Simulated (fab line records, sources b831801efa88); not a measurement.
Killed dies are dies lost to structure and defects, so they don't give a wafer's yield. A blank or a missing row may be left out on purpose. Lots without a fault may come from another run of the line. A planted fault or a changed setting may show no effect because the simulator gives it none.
A struck lot beside a sound one | flow sky130 | 15 steps out of a route of 708
Sound: wafers L904.1, L904.2, L904.4. Struck: wafers L910.3, L910.4, L910.6. The cause comes at the end.
At each step with rows: each side's tool, then ch and its chambers, then its first start. Under that, the readings that differ: sound wafers | struck wafers | difference of the means | sigmas: that difference in standard deviations of wafers without a fault.
alike: readings whose means differ by less than 2 such deviations, and words and numbers that are the same on both sides. not compared: withheld readings, readings that some wafer has no value for, bounds like >300 that may hide the same value, and numbers for which the record gives no deviation and whose values overlap.
The two part at a step that has a row with sigmas, a row that says differs or no value, or rows on one side only. Numbers that don't overlap but have no deviation are shown without sigmas and don't part them. A reading that every wafer of one side lacks parts them only if that side has two wafers or more.

SKY_CONTACT_STRIP_19: strips in O2/N2.
  sound on plasma_asher-04 ch 0,1, day 32 08:23; struck on plasma_asher-03 ch 0,1, day 33 22:44
  alike: drypump_motor_current_A, oes_product_au, strip_time_to_endpoint_s
  not compared: rf_hours_counter_h
then, 4 steps without rows for these wafers: SKY_CONTACT_STRIP_20 (strips in post etch residue remover, time 1200 s); SKY_CONTACT_CLEAN_21 (cleans in IPA, time 180 s); SKY_CONTACT_CLEAN_22 (cleans in O3/DIW); SKY_CONTACT_SPUTTER_23 (material TiN, target thk 20 nm, time 80 s).
SKY_CONTACT_CVD_24: deposits W, target thk 340 nm, time 102.12 s.
  sound on cvd_w-02 ch 0,1, day 32 09:02; struck on cvd_w-02 ch 0,1, day 33 23:25
  alike: heater_power_w
SKY_CONTACT_RS_MEAS_25: measures by four-point-probe.
  sound on film_metro-03, day 32 09:08; struck on film_metro-04, day 33 23:32
  alike: CONTACT_W_RS
SKY_CONTACT_THK_MEAS_26: measures by xrf.
  sound on film_metro-03, day 32 09:16; struck on film_metro-04, day 33 23:38
  alike: CONTACT_W_THK
SKY_CONTACT_CMP_27: polishes, stops on SiO2, t overpolish 15 s, target thk 0 nm.
  sound on cmp-01 ch 0,2,3, day 32 09:19; struck on cmp-02 ch 2,3, day 33 23:43
  alike: motor_current_A, overpolish_run_s, retaining_ring_pressure_frac, slurry_flow_ml_min, time_to_endpoint_s
SKY_METAL1_SPUTTER_00: material Ti, target thk 15 nm, time 10 s.
  sound on pvd_sputter-01, day 32 09:37; struck on pvd_sputter-01, day 33 23:58
  alike: throttle_valve_pct
SKY_METAL1_SPUTTER_01: material TiN, target thk 20 nm, time 16.7 s.
  sound on pvd_sputter-01, day 32 09:38; struck on pvd_sputter-01, day 34 00:00
  alike: throttle_valve_pct
then, 1 step without rows for these wafers: SKY_METAL1_SPUTTER_02 (material AlCu, target thk 250 nm, time 13.3 s).
SKY_METAL1_SPUTTER_03: material Ti, target thk 5 nm, time 3.3 s.
  sound on pvd_sputter-01, day 32 09:41; struck on pvd_sputter-01, day 34 00:03
  reading                                   | sound             | struck            | difference | sigmas
  model.Ti_of_METAL1_SPUTTER_03.thk_nm (nm) | 4.844 5.111 5.105 | 6.791 6.644 6.651 | +1.675     |
  alike: throttle_valve_pct
then, 2 steps without rows for these wafers: SKY_METAL1_SPUTTER_04 (material TiN, target thk 70 nm, time 58.3 s); SKY_PAD_OPEN_PROBE_99.

WHERE THEY PART
Nowhere in this record.

WHY: what the simulator had put in
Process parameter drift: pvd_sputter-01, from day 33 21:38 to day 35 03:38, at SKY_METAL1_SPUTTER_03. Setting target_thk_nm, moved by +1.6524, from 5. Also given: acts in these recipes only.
